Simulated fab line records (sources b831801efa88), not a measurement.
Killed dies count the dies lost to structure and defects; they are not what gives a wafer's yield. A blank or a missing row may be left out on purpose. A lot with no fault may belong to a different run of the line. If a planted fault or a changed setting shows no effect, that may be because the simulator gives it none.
fab line records	flow sky130
record lots=14	wafers=42	lastDay=49
route steps=708 shown NWELL@63 POLY_GATE@225 LDD_LDN@301 POLY_CUT@319
lots untouched by any fault: they come from a run of this same line in which no faults occurred
startH: start of the lot's first displayed wafer, in hours after the record's first day	waitH: how many hours have passed since the lot's step before this one	" as in the row above	L1.1+2: one row covering several wafers at once	- no value present, or no start provided	* or withheld: withheld	< > ~ a bound
route shown NAME@n: names a module that has steps shown in the file, with the first one's number in the route	usual: the fault-free wafers' mean and standard deviation	same: alike in all rows	chamber/n: place in a boat	sites: readings site by site	_std_site: their standard deviation	_edge_site: inner sites' mean taken away from outer sites' mean	radiusMm: for every site, how far away it sits from the centre of the wafer	mask NAME#n: copy n	behind: the tool/chamber that last shaped the wafer	hold: why the lot was held/for how many hours/how that ended	device: the n, p or np transistor that did not switch	end of line: tests run on the same wafers once the route is complete	for a step that has no rows: nothing shown but its recipe	killed: not the wafer's yield, but the dies lost to structure and defects at the first sort	map: shows each die of a wafer: x if killed, . if not, _ if none is there
set.NAME: setting as actually run; set.NAME@STEP: the setting as run at that earlier step	model.NAME: the simulator's own value behind a step, which no gauge read
a sample of lots followed through the steps of the route, with each step as a table and each wafer as a row
services: from which hour (startH, from the record's first day; less than 0 if before it) a tool's chamber was out of use, for how many hours, and why
## steps
# step SKY_NWELL_OVL_MEAS_10
# usual NWELL_00_OVL=0.6/1.2
lot.wafer	tool	chamber	startH	waitH	NWELL_00_OVL[nm]
L244.2	overlay-01	-	87.56	-	1.0
L244.3	"	-	"	"	-0.3
L244.6	"	-	"	"	-0.2
L247.1	overlay-02	-	102.06	-	-1.6
L247.5	"	-	"	"	-0.9
L247.6	"	-	"	"	1.3
L249.1	overlay-01	-	117.93	-	1.7
L249.2	"	-	"	"	1.1
L249.4	"	-	"	"	1.4
L251.1	overlay-01	-	127.66	-	-0.1
L251.2	"	-	"	"	0.7
L251.3	"	-	"	"	0.4
L252.2	overlay-01	-	133.19	-	0.3
L252.3	"	-	"	"	0.9
L252.5	"	-	"	"	0.1
L253.1	overlay-01	-	139.23	-	0.7
L253.3	"	-	"	"	0.2
L253.5	"	-	"	"	-0.7
L254.1	overlay-01	-	142.08	-	0.2
L254.3	"	-	"	"	-0.3
L254.6	"	-	"	"	0.7
L255.3	overlay-02	-	145.87	-	1.4
L255.4	"	-	"	"	1.0
L255.6	"	-	"	"	-1.1
L256.1	overlay-02	-	159.41	-	1.9
L256.4	"	-	"	"	2.3
L256.6	"	-	"	"	1.6
L257.3	overlay-02	-	165.72	-	1.4
L257.5	"	-	"	"	2.4
L257.6	"	-	"	"	2.1
L259.1	overlay-02	-	174.41	-	1.8
L259.2	"	-	"	"	0.0
L259.4	"	-	"	"	-0.7
L260.2	overlay-01	-	182.07	-	0.8
L260.3	"	-	"	"	-0.5
L260.5	"	-	"	"	-0.2
L266.2	overlay-02	-	217.11	-	-0.2
L266.5	"	-	"	"	1.1
L266.6	"	-	"	"	0.3
L267.2	overlay-01	-	220.16	-	0.1
L267.3	"	-	"	"	1.5
L267.5	"	-	"	"	-1.0
# step SKY_POLY_GATE_PEB_11
# recipe pebTempC=withheld	pebTimeS=withheld	resist=KrF-thick
# usual chillPlateTempC=*	exhaustPa=44.8/0.89
lot.wafer	tool	chamber	startH	waitH	chillPlateTempC	exhaustPa
L244.2	lithoTrack-04	0	371	-	*	44.9
L244.3	"	0	"	"	*	46.4
L244.6	"	0	"	"	*	45.2
L247.1	lithoTrack-03	0	396	-	*	45.8
L247.5	"	0	"	"	*	46.0
L247.6	"	0	"	"	*	44.5
L249.1	lithoTrack-03	0	426	-	*	44.7
L249.2	"	0	"	"	*	44.1
L249.4	"	0	"	"	*	44.0
L251.1	lithoTrack-02	0	440	-	*	44.6
L251.2	"	0	"	"	*	44.8
L251.3	"	0	441	-	*	44.6
L252.2	lithoTrack-04	0	447	-	*	45.4
L252.3	"	0	"	"	*	45.3
L252.5	"	0	"	"	*	45.6
L253.1	lithoTrack-02	0	462	-	*	44.7
L253.3	"	0	"	"	*	43.9
L253.5	"	0	"	"	*	43.7
L254.1	lithoTrack-03	0	463	-	*	44.0
L254.3	"	0	"	"	*	45.9
L254.6	"	0	"	"	*	44.6
L255.3	lithoTrack-02	0	463	-	*	43.9
L255.4	"	0	"	"	*	45.7
L255.6	"	0	"	"	*	44.5
L256.1	lithoTrack-02	0	484	-	*	43.9
L256.4	"	0	"	"	*	44.2
L256.6	"	0	"	"	*	43.3
L257.3	lithoTrack-02	0	493	-	*	44.3
L257.5	"	0	"	"	*	45.2
L257.6	"	0	"	"	*	45.8
L259.1	lithoTrack-04	0	505	-	*	45.8
L259.2	"	0	"	"	*	44.7
L259.4	"	0	"	"	*	45.1
L260.2	lithoTrack-04	0	521	-	*	45.2
L260.3	"	0	"	"	*	44.4
L260.5	"	0	"	"	*	44.0
L267.2	lithoTrack-04	-	567	-	-	-
L267.3	"	-	"	"	-	-
L267.5	"	-	"	"	-	-
L266.2	lithoTrack-03	-	570	-	-	-
L266.5	"	-	"	"	-	-
L266.6	"	-	"	"	-	-
# step SKY_LDD_LDN_STRIP_12
# recipe chemistry=O2/N2	powerW=1400	pressureMtorr=1500	platenTempC=withheld	o2FlowSccm=3000	n2FlowSccm=300	overashFraction=0.5
# usual drypumpMotorCurrentA=5.8/0.48	oesProductAu=0.715/0.0049	stripTimeToEndpointS=14.18/0.041
lot.wafer	tool	chamber	startH	waitH	drypumpMotorCurrentA	oesProductAu	rfHoursCounterH	stripTimeToEndpointS
L244.2	plasmaAsher-04	1	528.54	0.1	6.1	0.716	79	14.15
L244.3	"	1	"	"	6.1	0.715	-	14.21
L244.6	"	1	"	"	6.1	0.709	-	14.22
L247.1	plasmaAsher-01	0	553.19	0.1	6.8	0.710	42	14.21
L247.5	"	0	"	"	6.8	0.715	-	14.23
L247.6	"	1	"	"	5.7	0.716	-	14.20
L249.1	plasmaAsher-03	1	584.87	0.1	5.3	0.711	19	14.16
L249.2	"	0	"	"	5.6	0.714	19	14.17
L249.4	"	1	"	"	5.3	0.719	-	14.16
L251.1	plasmaAsher-01	0	597.89	0.1	6.7	0.708	49	14.21
L251.2	"	1	"	"	5.8	0.706	49	14.19
L251.3	"	0	"	"	6.7	0.713	-	14.25
L252.2	plasmaAsher-01	1	609.29	0.1	5.8	0.713	50	14.16
L252.3	"	1	"	"	5.8	0.708	-	14.17
L252.5	"	0	"	"	6.8	0.726	-	14.14
L253.1	plasmaAsher-03	0	616.79	0.1	5.6	0.717	24	14.19
L253.3	"	1	"	"	5.3	0.716	-	14.20
L253.5	"	0	"	"	5.6	0.723	-	14.18
L255.3	plasmaAsher-03	0	618.33	0.1	5.6	0.708	-	14.18
L255.4	"	1	"	"	5.3	0.721	-	14.17
L255.6	"	0	"	"	5.6	0.712	-	14.21
L254.1	plasmaAsher-03	0	618.79	0.1	5.6	0.714	24	14.13
L254.3	"	0	"	"	5.6	0.715	-	14.09
L254.6	"	1	"	"	5.3	0.723	-	14.12
L256.1	plasmaAsher-03	1	639.79	0.1	5.3	0.712	26	14.20
L256.4	"	1	"	"	5.3	0.716	-	14.19
L256.6	"	1	"	"	5.3	0.715	-	14.22
L257.3	plasmaAsher-03	1	646.88	0.1	5.3	0.718	-	14.21
L257.5	"	0	"	"	5.6	0.710	-	14.23
L257.6	"	1	"	"	5.3	0.713	-	14.24
L259.1	plasmaAsher-03	1	661.99	0.1	5.3	0.706	29	14.12
L259.2	"	0	"	"	5.6	0.714	29	14.12
L259.4	"	1	"	"	5.3	0.725	-	14.18
L260.2	plasmaAsher-04	1	672.44	0.1	6.1	0.720	84	14.14
L260.3	"	0	"	"	5.7	0.716	-	14.17
L260.5	"	1	"	"	6.1	0.714	-	14.17
# step SKY_POLY_CUT_STRIP_12
# recipe chemistry=O2/N2	powerW=1400	pressureMtorr=1500	platenTempC=withheld	o2FlowSccm=3000	n2FlowSccm=300	overashFraction=0.5
# usual drypumpMotorCurrentA=5.6/0.58	oesProductAu=0.451/0.0051	stripTimeToEndpointS=5.362/0.018
lot.wafer	tool	chamber	startH	waitH	drypumpMotorCurrentA	oesProductAu	rfHoursCounterH	stripTimeToEndpointS
L244.2	plasmaAsher-02	0	562.64	0.0	5.3	0.454	76	5.389
L244.3	"	1	"	"	5.1	0.454	-	5.388
L244.6	"	1	"	"	5.1	0.455	-	5.364
L247.1	plasmaAsher-01	0	585.27	0.0	6.7	0.446	47	5.375
L247.5	"	0	"	"	6.8	0.453	-	5.356
L247.6	"	1	"	"	5.8	0.447	-	5.355
L249.1	plasmaAsher-02	1	617.00	0.0	5.1	0.450	81	5.371
L249.2	"	0	"	"	5.2	0.456	81	5.363
L249.4	"	0	"	"	5.3	0.459	-	5.403
L251.1	plasmaAsher-02	0	630.57	0.0	5.3	0.454	83	5.399
L251.2	"	1	"	"	5.1	0.457	83	5.384
L251.3	"	1	"	"	5.1	0.463	-	5.365
L252.2	plasmaAsher-01	0	639.67	0.0	6.7	0.451	53	5.348
L252.3	"	0	"	"	6.7	0.454	-	5.354
L252.5	"	0	"	"	6.7	0.453	-	5.350
L253.1	plasmaAsher-02	1	648.80	0.0	5.0	0.457	85	5.356
L253.3	"	0	"	"	5.3	0.444	-	5.369
L253.5	"	0	"	"	5.3	0.445	-	5.370
L255.3	plasmaAsher-01	1	652.57	0.1	5.8	0.451	-	5.381
L255.4	"	0	"	"	6.7	0.460	-	5.346
L255.6	"	1	"	"	5.8	0.447	-	5.349
L254.1	plasmaAsher-01	0	652.97	0.0	6.7	0.451	55	5.337
L254.3	"	1	"	"	5.8	0.444	-	5.325
L254.6	"	0	"	"	6.7	0.454	-	5.325
L256.1	plasmaAsher-02	0	670.75	0.0	5.3	0.454	87	5.360
L256.4	"	1	"	"	5.1	0.442	-	5.352
L256.6	"	0	"	"	5.3	0.453	-	5.362
L257.3	plasmaAsher-04	0	678.08	0.1	5.7	0.454	-	5.389
L257.5	"	0	"	"	5.7	0.450	-	5.385
L257.6	"	1	"	"	6.1	0.459	-	5.353
L259.1	plasmaAsher-04	0	691.25	0.0	5.7	0.451	86	5.390
L259.2	"	1	"	"	6.1	0.448	86	5.394
L259.4	"	0	"	"	5.7	0.439	-	5.396
L260.2	plasmaAsher-04	1	703.02	0.0	6.1	0.446	87	5.383
L260.3	"	0	"	"	5.7	0.450	-	5.385
L260.5	"	0	"	"	5.7	0.446	-	5.384
## services
tool	chamber	startH	hours	kind
plasmaAsher-04	-	383.45	2.8	pm
plasmaAsher-03	-	396.44	2.1	repair
plasmaAsher-01	-	409.16	1.8	repair
plasmaAsher-03	-	421.25	9.0	pm
plasmaAsher-03	0	421.25	9.0	ventCycle
plasmaAsher-03	1	421.25	9.0	ventCycle
plasmaAsher-03	0	430.25	-	clean
plasmaAsher-03	1	430.25	-	clean
plasmaAsher-01	-	511.19	28.1	pm
plasmaAsher-04	-	534.94	86.4	repair
plasmaAsher-04	-	539.14	4.9	repair
plasmaAsher-02	-	546.82	2.8	pm
plasmaAsher-04	-	546.89	0.4	repair
plasmaAsher-02	-	577.61	15.6	pm
plasmaAsher-01	-	615.14	4.3	pm
plasmaAsher-04	-	642.61	2.4	repair
## key
firstSign step=SKY_POLY_GATE_PEB_11	reading=toolRecord	direction=missing
effect none on later readings
metAt SKY_POLY_GATE_PEB_11
struckLots L266,L267
laterRowsLeftOut L266.2,L266.5,L266.6,L267.2,L267.3,L267.5
sortLeftOut L266.2,L266.5,L266.6,L267.2,L267.3,L267.5
testerLeftOut L266,L267
notActingAt SKY_NWELL_OVL_MEAS_10,SKY_LDD_LDN_STRIP_12,SKY_POLY_CUT_STRIP_12
onsetBetween 521 567
fault kind=skippedStepWhole	tool=lithoTrack-03,lithoTrack-04	chamber=-	onsetH=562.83	steps=SKY_POLY_GATE_PEB_11	scope=struckLotsOnly
# testerLeftOut: of these lots the tester's yield and bins aren't shown, on N5 and GAA mostly nor the transistor test; their killed dies are dies lost to structure and defects alone, not to doping, threshold or leakage, so they don't give the yield
# sortLeftOut: the simulated sort isn't trusted on such a fault, so these wafers' sort isn't shown, and their yield isn't known
# laterRowsLeftOut: the simulator's readings of these wafers behind a module that went badly wrong aren't trusted and aren't shown, but for the sort
